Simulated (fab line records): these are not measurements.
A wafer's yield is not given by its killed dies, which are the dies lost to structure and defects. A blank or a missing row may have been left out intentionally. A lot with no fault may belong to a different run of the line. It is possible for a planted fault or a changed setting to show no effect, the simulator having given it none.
Struck lot and sound lot, side by side	flow sky130	21 out of 708 route steps
Sound: wafers L650.3, L650.5, L650.6. Struck: wafers L659.1, L659.2, L659.4. The cause is given at the end.
Per side, at each step with rows, come the tool, then ch with its chambers, and then its first start. Under that, the readings that differ: sound wafers	struck wafers	difference of the means	sigmas: that difference in standard deviations of wafers without a fault.
alike: readings whose means differ by less than 2 such deviations, and words and numbers that are the same on both sides. not compared: withheld readings, readings that some wafer has no value for, bounds like >300 that may hide the same value, and numbers for which the record gives no deviation and whose values overlap.
A row with sigmas, a row that says differs or no value, or rows on one side alone: a step with any of these is where the two part. Numbers that don't overlap but have no deviation are shown without sigmas and don't part them. A reading that every wafer of one side lacks parts them only if that side has two wafers or more.

SKY_LI_CONTACT_CVD_21: deposits W, target thk 400 nm, time 120.56 s.
  sound on cvd w-01 ch 0,1, day 32 00:24; struck on cvd w-02 ch 0,1, day 34 23:02
  alike: heater power outer w, heater power w
SKY_LI_CONTACT_RS_MEAS_22: a four-point-probe measurement.
  sound on film metro-04, day 32 00:33; struck on film metro-03, day 34 23:10
  alike: LI_CONTACT_W_RS
SKY_LI_CONTACT_THK_MEAS_23: measures by xrf.
  sound on film metro-04, day 32 00:39; struck on film metro-03, day 34 23:17
  alike: LI_CONTACT_W_THK
SKY_LI_CONTACT_CMP_24: polishes, stops on PSG, t overpolish 20 s, target thk 0 nm.
  sound on cmp-01 ch 0,3, day 32 00:44; struck on cmp-02 ch 1,2,3, day 34 23:21
  alike: motor current A, overpolish run s, time to endpoint s
SKY_LOCAL_INTERCONNECT_SPUTTER_00: material TiN, target thk 100 nm, time 83.3 s.
  sound on pvd sputter-03, day 32 00:59; struck on pvd sputter-04, day 34 23:39
  alike: throttle valve pct
SKY_LOCAL_INTERCONNECT_RS_MEAS_01: a four-point-probe measurement.
  sound on film metro-01, day 32 01:05; struck on film metro-02, day 34 23:43
  alike: LOCAL_INTERCONNECT_TIN_RS
SKY_LOCAL_INTERCONNECT_THK_MEAS_02: measures by xrf.
  sound on film metro-01, day 32 01:11; struck on film metro-02, day 34 23:50
  alike: LOCAL_INTERCONNECT_TIN_THK
then, 5 steps without rows for these wafers: SKY_LOCAL_INTERCONNECT_DEHYDRATE_03 (time 60 s); SKY_LOCAL_INTERCONNECT_HMDS_04 (prime time 60 s); SKY_LOCAL_INTERCONNECT_COAT_05 (resist thk 60 nm); SKY_LOCAL_INTERCONNECT_COAT_06 (resist thk 450 nm); SKY_LOCAL_INTERCONNECT_SOFTBAKE_07 (time 90 s).
SKY_LOCAL_INTERCONNECT_EXPOSE_08: exposes mask LI1M, target cd 170 nm.
  sound on krf scanner-01 ch 0, day 32 15:13; struck on krf scanner-02 ch 0, day 35 12:50
reading	sound	struck	difference	sigmas
exposure dose mJ cm2	27.95 27.96 27.99	26.55 26.53 26.52	-1.43	-43
  alike: mask, reticle temp C, stage vel mm s
then, 2 steps without rows for these wafers: SKY_LOCAL_INTERCONNECT_PEB_09; SKY_LOCAL_INTERCONNECT_DEVELOP_10 (develop time 60 s).
SKY_LOCAL_INTERCONNECT_CD_MEAS_11 targets a cd of 170 nm.
  sound on cd sem-02, day 33 04:49; struck on cd sem-01, day 36 01:23
reading	sound	struck	difference	sigmas
cd nm (nm)	171.1 171.3 170.4	178.7 179.1 179.6	+8.2	+5
SKY_LOCAL_INTERCONNECT_OVL_MEAS_12:
  sound on overlay-02, day 33 04:55; struck on overlay-02, day 36 01:30
  alike: LOCAL_INTERCONNECT_OVL
SKY_LOCAL_INTERCONNECT_ETCH_13: etches BARC in N2/H2, stops on SiO2, time 43.91 s, target depth 60 nm.
  sound on rie metal-03 ch 0,1, day 33 04:58; struck on rie metal-04 ch 0,1, day 36 01:32
reading	sound	struck	difference	sigmas
model.LOCAL_INTERCONNECT.cd nm (nm)	171.4 171.2 170.5	179.1 179 179.5	+8.2	
  alike: drypump motor current A, oes product au, throttle valve pct
  not compared: rf hours counter h
SKY_LOCAL_INTERCONNECT_METAL_ETCH_14: etches TiN in Cl2/BCl3, stops on PSG, target depth 110 nm, time 31.4 s.
  sound on rie metal-03 ch 0,1, day 33 05:01; struck on rie metal-04 ch 0,1, day 36 01:36
reading	sound	struck	difference	sigmas
model.LOCAL_INTERCONNECT.cd nm (nm)	171.5 171.1 171.2	179.2 179.6 179.4	+8.1	
  alike: drypump motor current A, oes product au, throttle valve pct
  not compared: rf hours counter h
SKY_LOCAL_INTERCONNECT_STRIP_15: strips in O2/N2.
  sound on plasma asher-04 ch 0,1, day 33 05:05; struck on plasma asher-04 ch 0,1, day 36 01:39
  alike: drypump motor current A, oes product au, strip time to endpoint s
  not compared: rf hours counter h
next, for these wafers, 1 step has no rows: SKY_PAD_OPEN_PROBE_99.

WHERE THEY PART
First at SKY_LOCAL_INTERCONNECT_EXPOSE_08; last, within this record, at SKY_LOCAL_INTERCONNECT_CD_MEAS_11. Later steps at which nothing parts them and some readings are alike: SKY_LOCAL_INTERCONNECT_OVL_MEAS_12, SKY_LOCAL_INTERCONNECT_ETCH_13, SKY_LOCAL_INTERCONNECT_METAL_ETCH_14, SKY_LOCAL_INTERCONNECT_STRIP_15.

WHY: the cause the simulator had injected
Drift in process parameters on krf scanner-02 at SKY_LOCAL_INTERCONNECT_EXPOSE_08, starting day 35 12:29. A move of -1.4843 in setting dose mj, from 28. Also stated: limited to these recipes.
